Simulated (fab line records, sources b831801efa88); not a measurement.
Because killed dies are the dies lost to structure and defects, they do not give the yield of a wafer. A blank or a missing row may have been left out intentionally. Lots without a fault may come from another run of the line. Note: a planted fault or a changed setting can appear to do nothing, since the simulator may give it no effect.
Matching of chambers ; flow gf180mcu ; GF_MIM_CVD_05 on pecvd-03 has 3 sister chambers
The step deposits Si3N4, target thk 42 nm, time 29.086 s. 6 wafers are shown with their chamber, then 7 later ones without.

WAFERS PAIRED WITH THEIR CHAMBERS
wafer;chamber;heater-power-w (W)
L881.1;2;552
L881.4;0;684
L893.4;1;708
L893.6;0;791
L894.1;2;584
L894.4;1;687

WAFERS WHOSE CHAMBER IS MISSING
wafer;heater-power-w (W)
L894.5;763
L895.1;684
L895.3;667
L895.6;696
L897.2;616
L897.3;691
L897.5;700

WHICH CHAMBER EACH WENT THROUGH
wafer;from the rows above;in truth
L894.5;can't be placed: 0 or 1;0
L895.1;can't be placed: 1 or 0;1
L895.3;can't be placed: 1 or 0 or 2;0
L895.6;can't be placed: 1 or 0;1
L897.2;can't be placed: 2 or 1 or 0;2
L897.3;can't be placed: 1 or 0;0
L897.5;can't be placed: 1 or 0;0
0 of 7 placed correctly. Not placeable from these rows: 7 (in 7, the candidates include the true chamber). Placed wrongly: 0.
How it was worked out, from the rows above alone: a wafer's distance from a chamber is the root of the sum, over the readings, of the square of ((its reading less the chamber's mean) divided by the reading's scatter). The wafer belongs to the nearest chamber; if the next one is less than 2 further off, it can't be placed. A chamber's mean is the mean of its shown wafers. The scatter: the root of (the sum of the squares of (reading less its chamber's mean) over the shown wafers, divided by (wafers less chambers)).
